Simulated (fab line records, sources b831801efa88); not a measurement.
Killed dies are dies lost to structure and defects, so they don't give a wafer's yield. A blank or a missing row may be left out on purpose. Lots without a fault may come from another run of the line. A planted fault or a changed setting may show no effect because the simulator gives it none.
Chamber matching | flow sky130 | SKY_POLY_CUT_ETCH_11 on rie_diel-02: 4 sister chambers
The step etches Si3N4 in CF4/CH2F2/Ar, stops on poly-Si, time 42.5 s, target depth 60 nm. 14 wafers are shown with their chamber, then 7 later ones without.

WAFERS WITH THEIR CHAMBER
wafer  | chamber | drypump_motor_current_A (A) | oes_product_au (a.u.) | throttle_valve_pct (%)
L078.2 | 2       | 4.9                         | 0.827                 | 14.998
L078.3 | 0       | 6.2                         | 0.834                 | 14.993
L078.5 | 2       | 4.9                         | 0.826                 | 14.992
L077.2 | 1       | 6.7                         | 0.817                 | 14.994
L077.4 | 0       | 6.1                         | 0.825                 | 14.984
L077.6 | 1       | 6.7                         | 0.830                 | 14.992
L080.2 | 3       | 6.3                         | 0.833                 | 14.987
L080.4 | 1       | 6.7                         | 0.827                 | 14.983
L080.5 | 1       | 6.7                         | 0.824                 | 14.984
L083.1 | 1       | 6.7                         | 0.824                 | 14.988
L083.4 | 3       | 6.3                         | 0.833                 | 15.010
L083.6 | 1       | 6.8                         | 0.826                 | 15.002
L082.1 | 1       | 6.7                         | 0.822                 | 14.993
L082.4 | 2       | 4.9                         | 0.832                 | 14.994

SIGNATURES (means of the wafers above)
reading                 | chamber 0 | chamber 1 | chamber 2 | chamber 3 | scatter within a chamber
drypump_motor_current_A | 6.150     | 6.714     | 4.900     | 6.300     | 0.0368
oes_product_au          | 0.82950   | 0.82429   | 0.82833   | 0.83300   | 0.00403
throttle_valve_pct      | 14.98850  | 14.99086  | 14.99467  | 14.99850  | 0.00762
Rule: a wafer's distance from a chamber is the root of the sum, over the readings, of the square of ((its reading less the chamber's mean) divided by the reading's scatter). The wafer belongs to the nearest chamber; if the next one is less than 2 further off, it can't be placed. The scatter: the root of (the sum of the squares of (reading less its chamber's mean) over the shown wafers, divided by (wafers less chambers)).

WAFERS WITHOUT THEIR CHAMBER
wafer  | drypump_motor_current_A (A) | oes_product_au (a.u.) | throttle_valve_pct (%)
L082.6 | 4.9                         | 0.828                 | 14.999
L084.1 | 6.2                         | 0.825                 | 15.000
L084.2 | 6.3                         | 0.833                 | 14.983
L084.6 | 4.9                         | 0.834                 | 15.003
L087.3 | 6.2                         | 0.823                 | 14.996
L087.4 | 6.8                         | 0.819                 | 14.977
L087.6 | 6.2                         | 0.820                 | 14.999

WHICH CHAMBER EACH WENT THROUGH
wafer  | from the rows above     | in truth
L082.6 | 2                       | 2
L084.1 | can't be placed: 0 or 3 | 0
L084.2 | 3                       | 3
L084.6 | 2                       | 2
L087.3 | can't be placed: 0 or 3 | 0
L087.4 | 1                       | 1
L087.6 | can't be placed: 0 or 3 | 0
Placed correctly: 4 of 7. Can't be placed from these rows: 3 (the true chamber is among the candidates in 3). Placed wrongly: 0.
